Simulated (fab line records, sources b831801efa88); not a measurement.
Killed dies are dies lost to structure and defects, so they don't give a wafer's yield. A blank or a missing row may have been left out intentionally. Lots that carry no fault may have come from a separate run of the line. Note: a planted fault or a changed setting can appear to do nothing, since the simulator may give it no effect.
Which tool is to blame? | flow sky130 | 12 lots with 36 wafers sampled at 5 steps, on a route of 708 steps

## WHAT THE GAUGES SHOWED, per wafer
Not one reading of a measure or inspect step in the record can be checked against a usual standard deviation.

## WHAT TOOL EACH LOT RAN ON (gives the tool, then ch and the chambers of the sampled wafers, and finally the start)
lot  | SKY_METAL2_DESCUM_17             | SKY_VIA2_CMP_24               | SKY_METAL3_SPUTTER_00       | SKY_METAL3_SPUTTER_01       | SKY_PAD_OPEN_PROBE_99
L613 | rieMetal-01 ch 0,1, day 35 04:10 | cmp-01 ch 2,3, day 36 08:44   | pvdSputter-01, day 36 09:02 | pvdSputter-01, day 36 09:03 | prober-01, day 45 20:19
L615 | rieMetal-04 ch 0,1, day 36 00:33 | cmp-02 ch 1,3, day 37 04:40   | pvdSputter-02, day 37 04:58 | pvdSputter-02, day 37 04:59 | prober-01, day 46 11:17
L616 | rieMetal-04 ch 0,1, day 36 05:52 | cmp-02 ch 0,1,3, day 37 10:33 | pvdSputter-01, day 37 10:51 | pvdSputter-01, day 37 10:52 | prober-02, day 46 18:00
L624 | rieMetal-02 ch 0,1, day 38 15:37 | cmp-02 ch 0,2,3, day 39 19:24 | pvdSputter-03, day 39 19:42 | pvdSputter-03, day 39 19:43 | prober-01, day 48 15:36
L625 | rieMetal-02 ch 0, day 39 07:23   | cmp-02 ch 2,3, day 40 11:18   | pvdSputter-03, day 40 11:33 | pvdSputter-03, day 40 11:34 | prober-02, day 49 00:02
L627 | rieMetal-04 ch 0,1, day 39 22:37 | cmp-01 ch 1,2,3, day 41 01:29 | pvdSputter-02, day 41 01:44 | pvdSputter-02, day 41 01:45 | prober-02, day 49 11:39
L628 | rieMetal-01 ch 0,1, day 40 06:04 | cmp-01 ch 0,1,2, day 41 08:39 | pvdSputter-02, day 41 08:57 | pvdSputter-02, day 41 08:59 | prober-01, day 49 17:28
L629 | rieMetal-04 ch 1, day 40 10:07   | cmp-01 ch 2,3, day 41 13:32   | pvdSputter-02, day 41 13:50 | pvdSputter-02, day 41 13:51 | prober-02, day 49 21:11
L631 | rieMetal-01 ch 0,1, day 40 18:58 | cmp-01 ch 1,2,3, day 41 21:41 | pvdSputter-03, day 41 21:53 | pvdSputter-03, day 41 21:55 | prober-02, day 50 03:47
L632 | rieMetal-04 ch 0,1, day 41 06:28 | cmp-01 ch 1,3, day 42 08:51   | pvdSputter-03, day 42 09:09 | pvdSputter-03, day 42 09:11 | prober-01, day 50 09:27
L633 | rieMetal-01 ch 0,1, day 41 12:07 | cmp-01 ch 1,2, day 42 14:10   | pvdSputter-03, day 42 14:25 | pvdSputter-03, day 42 14:26 | prober-02, day 50 14:08
L635 | rieMetal-01 ch 0,1, day 41 20:55 | cmp-01 ch 0,2,3, day 42 23:08 | pvdSputter-02, day 42 23:20 | pvdSputter-02, day 42 23:22 | prober-02, day 50 19:53
- SKY_METAL2_DESCUM_17: chemistry O2, time 8 s.
- SKY_VIA2_CMP_24: polishes, stops on SiO2, t overpolish 20 s, target thk 0 nm.
- SKY_METAL3_SPUTTER_00: material Ti, target thk 15 nm, time 10 s.
- SKY_METAL3_SPUTTER_01: material TiN, target thk 20 nm, time 16.7 s.
- SKY_PAD_OPEN_PROBE_99

## AS READ BY THE TOOLS THEMSELVES (means over the sampled wafers that have a number; for cases with no such wafer, the mark the record gives instead)
SKY_METAL2_DESCUM_17. Usual: chamberPressureMTorr 10.000 mTorr, standard deviation 0.0086; drypumpMotorCurrentA 5.7 A, standard deviation 0.4; oesProductAu 1.000 a.u., standard deviation 0.01.
lot  | tool        | chamberPressureMTorr (mTorr) | drypumpMotorCurrentA (A) | oesProductAu (a.u.) | flag
L613 | rieMetal-01 | 9.998                        | 5.7                      | 1.005               | 
L615 | rieMetal-04 | 9.995                        | 5.7                      | 1.016               | 
L616 | rieMetal-04 | 10.002                       | 6.1                      | 1.004               | 
L624 | rieMetal-02 | 9.991                        | 5.7                      | 0.995               | 
L625 | rieMetal-02 | 9.996                        | 5.8                      | 0.987               | 
L627 | rieMetal-04 | 10.001                       | 6.1                      | 0.996               | 
L628 | rieMetal-01 | 9.994                        | 5.7                      | 0.991               | 
L629 | rieMetal-04 | 9.994                        | 5.3                      | 1.013               | 
L631 | rieMetal-01 | 10.004                       | 5.6                      | 0.997               | 
L632 | rieMetal-04 | 9.997                        | 6.1                      | 0.997               | 
L633 | rieMetal-01 | 10.006                       | 5.6                      | 1.002               | 
L635 | rieMetal-01 | 9.990                        | 5.6                      | 0.995               | 

SKY_VIA2_CMP_24. Usual: headPressurePsi 3.501 psi, standard deviation 0.0077; motorCurrentA 12.1 A, standard deviation 1.2; overpolishRunS 20.000 s, standard deviation 0.0087; timeToEndpointS 104 s, standard deviation 3.8.
lot  | tool   | headPressurePsi (psi) | motorCurrentA (A) | overpolishRunS (s) | timeToEndpointS (s) | flag
L613 | cmp-01 | 3.507                 | 12.0              | 19.999             | 108                 | 
L615 | cmp-02 | 3.504                 | 13.1              | 19.998             | 100                 | 
L616 | cmp-02 | 3.504                 | 13.1              | 19.999             | 107                 | 
L624 | cmp-02 | 3.507                 | 13.2              | 20.004             | 56                  | OFF
L625 | cmp-02 | 3.501                 | 13.1              | 20.000             | 58                  | OFF
L627 | cmp-01 | 3.508                 | 11.2              | 20.017             | 105                 | 
L628 | cmp-01 | 3.503                 | 11.9              | 20.003             | 101                 | 
L629 | cmp-01 | 3.493                 | 12.0              | 20.002             | 103                 | 
L631 | cmp-01 | 3.504                 | 11.6              | 19.998             | 103                 | 
L632 | cmp-01 | 3.495                 | 10.7              | 20.004             | 100                 | 
L633 | cmp-01 | 3.496                 | 12.0              | 19.998             | 100                 | 
L635 | cmp-01 | 3.494                 | 11.4              | 19.992             | 100                 | 

SKY_METAL3_SPUTTER_00. Usual: throttleValvePct reads 29.6 % (standard deviation 1).
lot  | tool          | throttleValvePct (%) | flag
L613 | pvdSputter-01 | 29.8                 | 
L615 | pvdSputter-02 | 28.9                 | 
L616 | pvdSputter-01 | 29.8                 | 
L624 | pvdSputter-03 | 30.3                 | 
L625 | pvdSputter-03 | 30.4                 | 
L627 | pvdSputter-02 | 29.4                 | 
L628 | pvdSputter-02 | 29.5                 | 
L629 | pvdSputter-02 | 28.7                 | 
L631 | pvdSputter-03 | 30.5                 | 
L632 | pvdSputter-03 | 30.4                 | 
L633 | pvdSputter-03 | 30.4                 | 
L635 | pvdSputter-02 | 30.5                 | 

SKY_METAL3_SPUTTER_01. Usual: throttleValvePct reads 29.7 % (standard deviation 0.99).
lot  | tool          | throttleValvePct (%) | flag
L613 | pvdSputter-01 | 29.8                 | 
L615 | pvdSputter-02 | 28.9                 | 
L616 | pvdSputter-01 | 29.9                 | 
L624 | pvdSputter-03 | 30.5                 | 
L625 | pvdSputter-03 | 30.5                 | 
L627 | pvdSputter-02 | 29.6                 | 
L628 | pvdSputter-02 | 29.6                 | 
L629 | pvdSputter-02 | 28.7                 | 
L631 | pvdSputter-03 | 30.6                 | 
L632 | pvdSputter-03 | 30.4                 | 
L633 | pvdSputter-03 | 30.4                 | 
L635 | pvdSputter-02 | 30.4                 | 

SKY_PAD_OPEN_PROBE_99. Usual: defectLimitedYield 82.5 %, standard deviation 1.9; killed_at_M0_to_M3 43, standard deviation 7.6; killed_at_M4_up 2.9, standard deviation 1.7; killedAtContacts 24, standard deviation 5.5; killedAtFrontEnd 15, standard deviation 4.2; killedAtOther 0.3, standard deviation 0.52; killedDies 86, standard deviation 9.4; killedOpen 47, standard deviation 7; killedShort 39, standard deviation 6.4; sort_bin_3_pad_short 0.9 %, standard deviation 0.4; sort_bin_5_function 10.3 %, standard deviation 1.6; sort_bin_6_memory 6.2 %, standard deviation 1.1; sortNPass 406, standard deviation 9.4; sortYieldPct 82.5 %, standard deviation 1.9.
lot  | tool      | defectLimitedYield (%) | killed_at_M0_to_M3 | killed_at_M4_up | killedAtContacts | killedAtFrontEnd | killedAtOther | killedDies | killedOpen | killedShort | sort_bin_3_pad_short (%) | sort_bin_5_function (%) | sort_bin_6_memory (%) | sortNPass | sortYieldPct (%) | flag
L613 | prober-01 | 81.0                   | 50                 | 2.7             | 27               | 13               | 0.7           | 93         | 54         | 38          | 1.3                      | 10.4                    | 7.2                   | 399       | 81.0             | 
L615 | prober-01 | 81.8                   | 46                 | 2.7             | 26               | 14               | 0.7           | 89         | 49         | 40          | 0.8                      | 11.8                    | 5.6                   | 403       | 81.8             | 
L616 | prober-02 | 82.2                   | 43                 | 2.7             | 27               | 15               | 0.0           | 87         | 48         | 39          | 1.1                      | 10.4                    | 6.2                   | 405       | 82.2             | 
L624 | prober-01 | 82.8                   | 39                 | 2.3             | 28               | 15               | 0.0           | 84         | 50         | 34          | 0.5                      | 10.8                    | 5.8                   | 408       | 82.8             | 
L625 | prober-02 | 82.9                   | 41                 | 2.0             | 26               | 16               | 0.0           | 84         | 45         | 39          | 0.9                      | 10.1                    | 6.1                   | 408       | 82.9             | 
L627 | prober-02 | 81.3                   | 55                 | 5.0             | 21               | 10               | 0.3           | 92         | 48         | 44          | 0.9                      | 12.5                    | 5.3                   | 400       | 81.3             | 
L628 | prober-01 | 80.5                   | 47                 | 4.7             | 28               | 15               | 0.7           | 96         | 50         | 46          | 0.8                      | 11.5                    | 7.2                   | 396       | 80.5             | 
L629 | prober-02 | 81.7                   | 41                 | 4.0             | 28               | 17               | 0.0           | 90         | 44         | 46          | 1.1                      | 11.3                    | 5.9                   | 402       | 81.7             | 
L631 | prober-02 | 81.1                   | 50                 | 2.7             | 24               | 16               | 0.7           | 93         | 53         | 40          | 0.7                      | 10.8                    | 7.4                   | 399       | 81.1             | 
L632 | prober-01 | 81.6                   | 41                 | 2.7             | 30               | 16               | 0.3           | 90         | 51         | 39          | 1.3                      | 10.6                    | 6.5                   | 402       | 81.6             | 
L633 | prober-02 | 82.0                   | 47                 | 3.3             | 20               | 19               | 0.3           | 89         | 50         | 38          | 1.1                      | 10.6                    | 6.3                   | 403       | 82.0             | 
L635 | prober-02 | 85.5                   | 34                 | 2.7             | 23               | 12               | 0.0           | 72         | 41         | 31          | 1.3                      | 7.4                     | 5.8                   | 420       | 85.5             | 

## THE ANSWER, worked out from the rows above alone
Rule: lot off if the mean of its wafers having a number is beyond 3 standard deviations from the usual mean. A lot without any number at a reading at which 4 lots or more have one is off too. All remaining lots with rows at the step are treated as sound. First the gauges in route order, then the tools' own readings, where a lot's mean is used as printed above. The first step at which some lot is off is used, and at that step the reading that is off furthest; a lot without a number counts as furthest.
Off: L624, L625 (SKY_VIA2_CMP_24, timeToEndpointS).
A tool fits if, at that step or a process step before it, it ran every lot that is off, and no sound lot after the first of them. This does not decide it: 2 tools fit, namely rieMetal-02 at SKY_METAL2_DESCUM_17 and cmp-02 at SKY_VIA2_CMP_24.

## WHAT THE SIMULATOR PUT IN
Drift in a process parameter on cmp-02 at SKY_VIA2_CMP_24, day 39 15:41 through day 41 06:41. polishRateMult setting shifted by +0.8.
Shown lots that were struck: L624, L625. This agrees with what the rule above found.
